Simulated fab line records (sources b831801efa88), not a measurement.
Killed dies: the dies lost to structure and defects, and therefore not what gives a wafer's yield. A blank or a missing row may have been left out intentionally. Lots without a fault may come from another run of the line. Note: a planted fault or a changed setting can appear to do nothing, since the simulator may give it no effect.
fab line records | flow sky130
record: lots: 7 wafers: 21 last-day: 49
route steps=708 shown METAL3@570 VIA3@573
lots that met no fault: from a run of the same line without faults
start-h: hours from the record's first day to the start of the lot's first wafer shown | wait-h: hours from the lot's prior step to this one | " repeats the value in the row above | L1.1+2: a single row standing in for several wafers | - either no value or no given start | * or withheld: withheld | < > ~ a bound
route shown NAME@n: a module of which the file shows steps, and the number in the route of the first | usual: mean/standard deviation taken from wafers without a fault | same: alike in all rows | chamber/n: place in a boat | sites: per-site readings | _std_site: the values' standard deviation | _edge_site: mean of outer sites minus mean of inner sites | radius-mm: for every site, how far away it sits from the centre of the wafer | mask NAME#n: copy n | behind: the last tool/chamber to shape the wafer | hold: cause of the lot's hold/its duration in hours/its outcome | device: the transistor (n, p or np) that didn't switch | end of line: tests run on the same wafers once the route is complete | step lacking rows: just its recipe | killed: not the wafer's yield, but the dies lost to structure and defects at the first sort | map: the dies of a wafer, with x for killed, . for not killed, _ for no die there
set.NAME: the setting that was run; set.NAME@STEP: the one run at that earlier step | model.NAME: the simulator's own value behind a step, which no gauge read
a table for each step, a row for each wafer; lots at some steps of the route
services: from which hour (start-h, from the record's first day; less than 0 if before it) a tool's chamber was out of use, for how many hours, and why
== steps ==
step: SKY_METAL3_STRIP_20
recipe: chemistry: post-etch-residue-remover time-s: 1200 temp-c: 72.5
step: SKY_METAL3_CLEAN_21
recipe: chemistry: IPA time-s: 180 temp-c: 25
step: SKY_METAL3_CLEAN_22
recipe: chemistry: O3/DIW dry: n2-spin
step: SKY_VIA3_HDPCVD_00
recipe: material: SiO2 target-thk-nm: 1635 sigma-open-frac: 0.3 time-s: 272.5 temp-c: 400 sih4-flow-sccm: 60 pressure-mtorr: 6
step: SKY_VIA3_THK_MEAS_01
recipe: reads: SiO2_of_VIA3_HDPCVD_00
usual: VIA3_HDPCVD_THK: 1633/20
columns lot.wafer tool chamber start-h wait-h VIA3_HDPCVD_THK[nm]
L696.2 film-metro-03 - 936.87 0.1 1629
L696.3 " - " " 1603
L696.4 " - " " 1650
L697.3 film-metro-04 - 937.45 0.1 1617
L697.5 " - " " 1618
L697.6 " - " " 1632
L701.1 film-metro-03 - 1000.13 0.1 1623
L701.3 " - " " 1607
L701.5 " - " " 1613
L707.2 film-metro-04 - 1003.15 0.1 1604
L707.4 " - " " 1621
L707.6 " - " " 1620
L706.1 film-metro-03 - 1004.91 0.1 1648
L706.3 " - " " 1655
L706.4 " - " " 1647
L708.4 film-metro-02 - 1005.16 0.0 1613
L708.5 " - " " 1623
L708.6 " - " " 1604
L710.1 film-metro-03 - 1012.16 0.1 1611
L710.4 " - " " 1627
L710.6 " - " " 1626
step: SKY_VIA3_CMP_02
recipe: material: SiO2 down-force-psi: 4 platen-rpm: 60 pad-velocity-m-s: 0.94248
usual: motor-current-A: 11.5/1 slurry-flow-ml-min: 150.0/0.46
columns lot.wafer tool chamber start-h wait-h motor-current-A slurry-flow-ml-min
L696.2 cmp-02 2 936.92 0.0 12.8 150.3
L696.4 " 3 " " 9.2 150.5
L696.3 " 1 " " 12.6 150.2
L697.3 cmp-01 0 937.49 0.0 11.6 149.3
L697.5 " 0 " " 11.9 149.7
L697.6 " 1 " " 11.2 150.9
L701.1 cmp-01 2 1000.29 0.1 12.4 150.5
L701.3 " 3 " " 11.2 150.4
L701.5 " 0 " " 11.3 150.9
L707.2 cmp-02 3 1003.20 0.0 9.5 149.5
L707.4 " 0 " " 11.5 150.9
L707.6 " 3 " " 9.4 149.1
L706.1 cmp-01 3 1005.14 0.2 10.8 150.3
L706.3 " 0 " " 11.4 149.3
L706.4 " 1 " " 11.5 149.6
L708.4 cmp-02 3 1005.24 0.1 9.2 150.5
L708.6 " 2 " " 12.5 150.3
L708.5 " 3 " " 9.6 150.3
L710.1 cmp-02 3 1012.22 0.1 10.1 149.9
L710.4 " 1 " " 12.7 150.0
L710.6 " 3 " " 9.7 151.0
step: SKY_VIA3_BOW_MEAS_03
recipe: mode: bow
usual: VIA3_BOW: 78/8.1
columns lot.wafer tool chamber start-h wait-h VIA3_BOW[um]
L696.2 film-metro-03 - 937.24 0.3 76
L696.3 " - " " 81
L696.4 " - " " 82
L697.3 film-metro-02 - 937.83 0.3 88
L697.5 " - " " 79
L697.6 " - " " 68
L701.1 film-metro-04 - 1000.49 0.1 74
L701.3 " - " " 76
L701.5 " - " " 73
L707.2 film-metro-04 - 1003.52 0.3 77
L707.4 " - " " 78
L707.6 " - " " 81
L706.1 film-metro-04 - 1005.39 0.2 88
L706.3 " - " " 82
L706.4 " - " " 78
L708.4 film-metro-03 - 1005.55 0.3 68
L708.5 " - " " 79
L708.6 " - " " 92
L710.1 film-metro-03 - 1012.52 0.2 73
L710.4 " - " " 84
L710.6 " - " " 79
step: SKY_VIA3_DEHYDRATE_04
recipe: temp-c: 200 time-s: 60
step: SKY_VIA3_HMDS_05
recipe: prime-time-s: 60 prime-temp-c: 120
step: SKY_VIA3_COAT_06
recipe: resist: BARC temp-c: withheld time-s: withheld spin-rpm: 3000 resist-thk-nm: 60
step: SKY_VIA3_COAT_07
recipe: resist: KrF-thick spin-rpm: 3000 resist-thk-nm: 450
step: SKY_VIA3_SOFTBAKE_08
recipe: temp-c: 100 time-s: 90 resist: KrF-thick
step: SKY_VIA3_EXPOSE_09
recipe: mask-id: VIM3 na: 0.8 source-shape: annular sigma-inner: 0.55 sigma-outer: 0.85 target-cd-nm: 200 dose-mj: 38
usual: reticle-temp-C: 22.97/0.1
same: sigma-outer: 0.85
columns lot.wafer tool chamber start-h wait-h mask reticle-temp-C
L696.2 krf-scanner-01 0 950.47 - VIM3#0 22.97
L696.3 " 0 " " VIM3#0 22.95
L696.4 " 0 " " VIM3#0 22.87
L697.3 krf-scanner-02 0 951.42 - VIM3#0 22.97
L697.5 " 0 " " VIM3#0 22.91
L697.6 " 0 " " VIM3#0 22.90
L701.1 krf-scanner-02 0 1012.27 - VIM3#0 23.00
L701.3 " 0 " " VIM3#0 22.79
L701.5 " 0 " " VIM3#0 22.92
L707.2 krf-scanner-01 0 1014.95 - VIM3#0 23.06
L707.4 " 0 " " VIM3#0 23.15
L707.6 " 0 " " VIM3#0 23.22
L706.1 krf-scanner-02 0 1017.12 - VIM3#0 23.08
L706.3 " 0 " " VIM3#0 22.89
L706.4 " 0 " " VIM3#0 22.82
L708.4 krf-scanner-02 0 1017.30 - VIM3#0 22.94
L708.5 " 0 " " VIM3#0 22.94
L708.6 " 0 " " VIM3#0 22.87
L710.1 krf-scanner-02 0 1025.32 - VIM3#0 23.06
L710.4 " 0 " " VIM3#0 23.06
L710.6 " 0 " " VIM3#0 22.86
step: SKY_VIA3_PEB_10
recipe: peb-temp-c: withheld peb-time-s: withheld resist: KrF-thick
step: SKY_VIA3_DEVELOP_11
recipe: develop-time-s: 60 resist: KrF-thick dev-temp-c: 21
step: SKY_VIA3_CD_MEAS_12
recipe: target-cd-nm: 200
usual: cd-nm: 200.2/1.3
columns lot.wafer tool chamber start-h wait-h cd-nm
L696.2 cd-sem-01 - 961.37 - 202.4
L696.3 " - " " 200.1
L696.4 " - " " 201.2
L697.3 cd-sem-02 - 962.09 - 198.9
L697.5 " - " " 198.5
L697.6 " - " " 198.2
L701.1 cd-sem-02 - 1024.37 - 200.7
L701.3 " - " " 201.4
L701.5 " - " " 201.2
L707.2 cd-sem-02 - 1027.29 - 199.7
L707.4 " - " " 199.9
L707.6 " - " " 200.1
L706.1 cd-sem-01 - 1029.45 - 157.2
L706.3 " - " " 156.9
L706.4 " - " " 200.6
L708.4 cd-sem-02 - 1029.81 - 199.6
L708.5 " - " " 155.8
L708.6 " - " " 200.5
L710.1 cd-sem-02 - 1036.15 - 156.7
L710.4 " - " " 199.7
L710.6 " - " " 199.2
step: SKY_VIA3_OVL_MEAS_13
usual: VIA3_OVL: 0/5.6
columns lot.wafer tool chamber start-h wait-h VIA3_OVL[nm]
L696.2 overlay-01 - 961.48 0.1 10
L696.3 " - " " 2
L696.4 " - " " 8
L697.3 overlay-02 - 962.18 0.1 -3
L697.5 " - " " -4
L697.6 " - " " -10
L701.1 overlay-02 - 1024.49 0.1 -7
L701.3 " - " " -1
L701.5 " - " " -5
L707.2 overlay-02 - 1027.40 0.1 0
L707.4 " - " " 1
L707.6 " - " " 3
L706.1 overlay-01 - 1029.57 0.1 -1
L706.3 " - " " 0
L706.4 " - " " -9
L708.4 overlay-02 - 1029.89 0.1 -14
L708.5 " - " " -5
L708.6 " - " " -12
L710.1 overlay-01 - 1036.27 0.1 16
L710.4 " - " " 5
L710.6 " - " " 6
step: SKY_VIA3_ETCH_14
recipe: chemistry: N2/H2 target: BARC ion-energy-ev: 200 source-w: 500 bias-w: 100 pressure-mtorr: 30 n2-flow-sccm: 100 h2-flow-sccm: 200 stop-on: SiO2 time-s: 45.9 target-depth-a: 600
usual: drypump-motor-current-A: 5.8/0.36 n2-flow-sccm: 99.99/0.3 oes-product-au: 0.855/0.0049 throttle-valve-pct: 13.225/0.01
same: time-s: 45.9
columns lot.wafer tool chamber start-h wait-h drypump-motor-current-A n2-flow-sccm oes-product-au rf-hours-counter-h throttle-valve-pct model.VIA3.cd-nm
L696.2 rie-diel-02 3 961.51 0.0 5.8 99.75 0.855 15 13.219 201.6
L696.3 " 0 " " 5.9 99.48 0.857 9 13.228 200.5
L696.4 " 1 " " 5.5 100.23 0.845 21 13.216 201
L697.3 rie-diel-01 3 962.20 0.0 6.0 100.24 0.854 9 13.215 197.6
L697.5 " 3 " " 6.0 99.97 0.857 - 13.230 197.8
L697.6 " 2 " " 6.1 100.06 0.855 - 13.220 197.1
L701.1 rie-diel-01 3 1024.53 0.0 6.0 99.94 0.857 11 13.222 199.8
L701.3 " 0 " " 5.5 99.91 0.858 18 13.212 201.5
L701.5 " 2 " " 6.1 100.17 0.855 - 13.250 200.5
L707.2 rie-diel-01 3 1027.43 0.0 6.0 100.24 0.858 12 13.249 199.1
L707.4 " 1 " " 5.9 99.95 0.858 16 13.216 200.9
L707.6 " 2 " " 6.0 100.24 0.860 - 13.243 199.7
L706.1 rie-diel-02 0 1029.60 0.0 5.9 99.91 0.853 11 13.208 157.7
L706.3 " 3 " " 5.8 100.13 0.856 17 13.221 156.6
L706.4 " 2 " " 6.1 99.82 0.849 19 13.223 199.8
L708.4 rie-diel-01 1 1029.91 0.0 5.9 100.00 0.860 16 13.227 200.5
L708.5 " 1 " " 5.9 100.42 0.853 - 13.223 156.6
L708.6 " 2 " " 6.1 100.50 0.857 - 13.232 200
L710.1 rie-diel-04 2 1036.31 0.0 5.5 100.27 0.858 28 13.215 156.7
L710.4 " 1 " " 6.5 99.74 0.856 17 13.223 200
L710.6 " 0 " " 4.7 100.19 0.857 - 13.228 199.8
step: SKY_VIA3_ETCH_15
recipe: target: SiO2 chemistry: C4F8/O2/Ar target-depth-nm: 507 stop-on: TiN mask-material: KrF-thick source-w: 1500 bias-w: 1200 pressure-mtorr: 40 c4f8-flow-sccm: withheld O2_flow_sccm: 6 Ar_flow_sccm: 300 time-s: 78
usual: oes-product-au: 0.945/0.0053
same: time-s: 78
columns lot.wafer tool chamber start-h wait-h oes-product-au rf-hours-counter-h model.VIA3.cd-nm
L696.2 rie-diel-02 3 961.55 0.0 0.947 15 205.9
L696.3 " 0 " " 0.946 9 203.6
L696.4 " 1 " " 0.943 21 204.6
L697.3 rie-diel-01 3 962.24 0.0 0.948 9 195.1
L697.5 " 3 " " 0.942 - 195.4
L697.6 " 2 " " 0.945 - 196.5
L701.1 rie-diel-01 3 1024.57 0.0 0.952 11 198.1
L701.3 " 0 " " 0.941 18 205.4
L701.5 " 2 " " 0.948 - 198.1
L707.2 rie-diel-01 3 1027.47 0.0 0.946 12 196.8
L707.4 " 1 " " 0.949 16 198.6
L707.6 " 2 " " 0.949 - 197.9
L706.1 rie-diel-02 0 1029.64 0.0 0.939 11 162.3
L706.3 " 3 " " 0.945 17 159.2
L706.4 " 2 " " 0.942 19 194.4
L708.4 rie-diel-01 1 1029.95 0.0 0.947 16 202.2
L708.5 " 1 " " 0.936 - 156
L708.6 " 2 " " 0.942 - 197.8
L710.1 rie-diel-04 2 1036.35 0.0 0.954 28 158.7
L710.4 " 1 " " 0.953 18 203.6
L710.6 " 0 " " 0.945 - 202.2
step: SKY_VIA3_STRIP_16
recipe: chemistry: O2/N2 power-w: 1400 pressure-mtorr: 1500 platen-temp-c: withheld o2-flow-sccm: 3000 n2-flow-sccm: 300 overash-fraction: 0.5
usual: drypump-motor-current-A: 5.6/0.47 n2-flow-sccm: 300.0/0.88 oes-product-au: 0.401/0.0046 strip-time-to-endpoint-s: 4.127/0.03
columns lot.wafer tool chamber start-h wait-h drypump-motor-current-A n2-flow-sccm oes-product-au rf-hours-counter-h strip-time-to-endpoint-s
L696.2 plasma-asher-04 1 961.61 0.0 5.5 298.9 0.399 119 4.116
L696.3 " 0 " " 6.2 300.1 0.410 - 4.170
L696.4 " 1 " " 5.5 301.5 0.408 - 4.157
L697.3 plasma-asher-01 1 962.34 0.1 6.0 299.9 0.403 - 4.092
L697.5 " 1 " " 6.0 300.9 0.405 - 4.122
L697.6 " 0 " " 5.6 300.7 0.398 - 4.106
L701.1 plasma-asher-01 0 1024.63 0.0 5.6 299.2 0.404 58 4.109
L701.3 " 0 " " 5.7 300.5 0.401 - 4.100
L701.5 " 1 " " 6.1 299.6 0.399 - 4.101
L707.2 plasma-asher-01 0 1027.53 0.0 5.6 300.7 0.403 58 4.125
L707.4 " 0 " " 5.6 300.3 0.402 - 4.122
L707.6 " 1 " " 6.0 298.5 0.398 - 4.077
L706.1 plasma-asher-04 1 1029.70 0.0 5.6 299.3 0.398 126 4.116
L706.3 " 0 " " 6.2 299.6 0.402 - 4.067
L706.4 " 1 " " 5.6 300.3 0.404 - 4.172
L708.4 plasma-asher-02 1 1030.04 0.1 4.7 299.9 0.400 - 4.152
L708.5 " 0 " " 5.2 299.5 0.402 - 4.127
L708.6 " 1 " " 4.7 300.2 0.397 - 4.112
L710.1 plasma-asher-01 1 1036.41 0.0 6.1 299.3 0.403 59 4.131
L710.4 " 0 " " 5.6 299.8 0.398 - 4.124
L710.6 " 1 " " 6.0 299.7 0.401 - 4.106
== services ==
columns tool chamber start-h hours kind
cmp-02 - 916.00 - consumable-replace:conditioner
cmp-02 - 916.00 - consumable-replace:pad
krf-scanner-01 - 925.55 0.8 pm
plasma-asher-04 - 937.45 1.3 repair
krf-scanner-02 - 938.64 1.0 pm
krf-scanner-02 - 939.64 1.3 pm
plasma-asher-02 - 940.07 8.6 repair
krf-scanner-01 - 944.86 4.0 pm
cmp-02 - 969.77 1.9 repair
cmp-02 - 971.05 1.2 repair
cmp-01 - 975.64 4.8 pm
krf-scanner-02 - 1002.57 0.8 pm
krf-scanner-01 - 1009.55 3.6 pm
krf-scanner-01 - 1013.22 0.4 repair
plasma-asher-04 - 1016.43 2.8 pm
krf-scanner-02 - 1026.11 8.0 repair
rie-diel-04 0 1028.87 3.4 repair
== key ==
first-sign: step: SKY_VIA3_CD_MEAS_12 reading: cd-nm direction: down sigmas: 34 usual: 200.2 struck: 156.6
effect none on later readings
model-effect: step: SKY_VIA3_ETCH_14 value: VIA3.cd-nm without: 201 struck: 156.9
model-effect: step: SKY_VIA3_ETCH_15 value: VIA3.cd-nm without: 203.2 struck: 159
met-at SKY_VIA3_EXPOSE_09
struck-wafers L706.1,L706.3,L708.5,L710.1
later-rows-left-out L706.1,L706.3,L708.5,L710.1
sort-left-out L706.1,L706.3,L708.5,L710.1
fault: kind: process-parameter-drift tool: krf-scanner-02 chamber: - onset-h: 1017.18 steps: SKY_VIA3_EXPOSE_09 channel: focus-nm offset: 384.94 shape: step end-h: 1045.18 scope: struck-wafers-only
sort-left-out: the simulated sort isn't trusted on such a fault, so these wafers' sort isn't shown, and their yield isn't known
later-rows-left-out: the simulator's readings of these wafers behind a module that went badly wrong aren't trusted and aren't shown, but for the sort
